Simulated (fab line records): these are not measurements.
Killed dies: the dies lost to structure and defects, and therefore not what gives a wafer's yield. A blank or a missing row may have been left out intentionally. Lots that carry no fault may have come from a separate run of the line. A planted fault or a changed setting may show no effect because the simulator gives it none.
A struck lot beside a sound one | flow sfqLine | 20 out of 325 route steps
Sound: these wafers, L864.2, L864.4, L864.6. The struck wafers were L879.1, L879.3, L879.5. The cause is named last.
At each step with rows: each side's tool, then ch and its chambers, then its first start. Under that, the readings that differ: sound wafers | struck wafers | difference of the means | sigmas: that difference in standard deviations of wafers without a fault.
alike: readings whose means differ by less than 2 such deviations, and words and numbers that are the same on both sides. not compared: withheld readings, readings that some wafer has no value for, bounds like >300 that may hide the same value, and numbers for which the record gives no deviation and whose values overlap.
The two part at a step that has a row with sigmas, a row that says differs or no value, or rows on one side only. Numbers that have no deviation but don't overlap get no sigmas and don't part them. Lack of a reading on every wafer of one side parts them only where that side has two or more wafers.

first, 2 steps without rows for these wafers: SFQ_TRILAYER_I3_VIA_LITHO_PEB_088 (peb time 60 s); SFQ_TRILAYER_I3_VIA_LITHO_DEVELOP_087 (time 60 s).
SFQ_I3_OVL_MEAS_923:
  sound on overlay-01, day 34 21:17; struck on overlay-02, day 39 18:25
  alike: I3_OVL
SFQ_TRILAYER_I3_VIA_BARC_OPEN_VIA_ETCH_121: etches BARC in O2, target depth 125 nm, time 41.7 s.
  sound on rieDiel-04 ch 0,2,3, day 34 21:19; struck on rieDiel-03 ch 1,2, day 39 18:28
  alike: drypumpMotorCurrentA, oesProductAu
  not compared: rfHoursCounterH
SFQ_TRILAYER_I3_VIA_ETCH_VIA_ETCH_088: etches SiO2 in CHF3, stops on Nb, target depth 260 nm.
  sound on rieDiel-04 ch 0,2,3, day 34 21:21; struck on rieDiel-03 ch 1,2, day 39 18:30
  alike: drypumpMotorCurrentA, oesProductAu
SFQ_TRILAYER_I3_VIA_STRIP_STRIP_089: strips in O2.
  sound on rieMetal-02 ch 0,1, day 34 21:28; struck on rieMetal-01 ch 0,1, day 39 18:37
reading                  | sound       | struck      | difference | sigmas
drypumpMotorCurrentA (A) | 5.9 5.9 5.7 | 5.1 5.1 5.2 | -0.7       | -2
  alike: oesProductAu
  not compared: rfHoursCounterH
then, 2 steps without rows for these wafers: SFQ_TRILAYER_I3_VIA_STRIP_SOLV_CLEAN_090 (cleans in NMP, time 600 s); SFQ_TRILAYER_M4_DEP_PRE_CLEAN_092 (time 22.5 s).
SFQ_TRILAYER_M4_DEP_SPUTTER_091: material Nb, target thk 200 nm, time 133.3 s.
  sound on pvdSputter-05, day 34 22:16; struck on pvdSputter-04, day 39 19:25
  alike: substrateTempC, throttleValvePct
SFQ_M4_RS_MEAS_924: measures by four-point-probe.
  sound on filmMetro-04, day 34 22:23; struck on filmMetro-01, day 39 19:31
  alike: M4_NB_RS
then, 1 step without rows for these wafers: SFQ_TRILAYER_M4_LITHO_COAT_098 (resist thk 62 nm).
SFQ_TRILAYER_M4_LITHO_COAT_093: resist thk 600 nm.
  sound on lithoTrack-03 ch 0, day 34 22:53; struck on lithoTrack-03 ch 0, day 39 19:59
reading                                            | sound         | struck            | difference | sigmas
model.KrF_of_TRILAYER_M4_LITHO_COAT_093.thkNm (nm) | 602 600.6 600 | 652.4 652.2 653.7 | +51.9      | 
then, 4 steps without rows for these wafers: SFQ_TRILAYER_M4_LITHO_SOFTBAKE_097; SFQ_TRILAYER_M4_LITHO_EXPOSE_094 (exposes mask M4, target cd 500 nm); SFQ_TRILAYER_M4_LITHO_PEB_096 (peb time 60 s); SFQ_TRILAYER_M4_LITHO_DEVELOP_095 (time 60 s).
SFQ_M4_OVL_MEAS_926:
  sound on overlay-01, day 37 07:02; struck on overlay-02, day 40 22:32
  alike: M4_OVL
then, 1 step without rows for these wafers: SFQ_TRILAYER_M4_BARC_OPEN_METAL_ETCH_123 (etches BARC in O2, target depth 125 nm, time 41.7 s).
SFQ_TRILAYER_M4_ETCH_METAL_ETCH_096: etches Nb in Cl2/Ar, stops on SiO2, target depth 240 nm, time 120 s.
  sound on rieMetal-02 ch 1, day 37 07:14; struck on rieMetal-03 ch 0, day 40 22:38
reading                                            | sound             | struck            | difference | sigmas
model.KrF_of_TRILAYER_M4_LITHO_COAT_093.thkNm (nm) | 384.9 382.9 382.9 | 436.3 434.3 436.3 | +52.1      | 
  alike: drypumpMotorCurrentA, oesProductAu
  not compared: rfHoursCounterH
SFQ_TRILAYER_M4_STRIP_STRIP_097: strips in O2.
  sound on rieMetal-02 ch 1, day 37 07:38; struck on rieMetal-03 ch 0, day 40 22:46
  alike: drypumpMotorCurrentA, oesProductAu
  not compared: rfHoursCounterH

WHERE THEY PART
At SFQ_TRILAYER_I3_VIA_STRIP_STRIP_089 and nowhere else, as far as this record goes. Later steps at which nothing parts them and some readings are alike: SFQ_TRILAYER_M4_DEP_SPUTTER_091, SFQ_M4_RS_MEAS_924, SFQ_M4_OVL_MEAS_926, SFQ_TRILAYER_M4_ETCH_METAL_ETCH_096, SFQ_TRILAYER_M4_STRIP_STRIP_097.

WHY: the cause the simulator had injected
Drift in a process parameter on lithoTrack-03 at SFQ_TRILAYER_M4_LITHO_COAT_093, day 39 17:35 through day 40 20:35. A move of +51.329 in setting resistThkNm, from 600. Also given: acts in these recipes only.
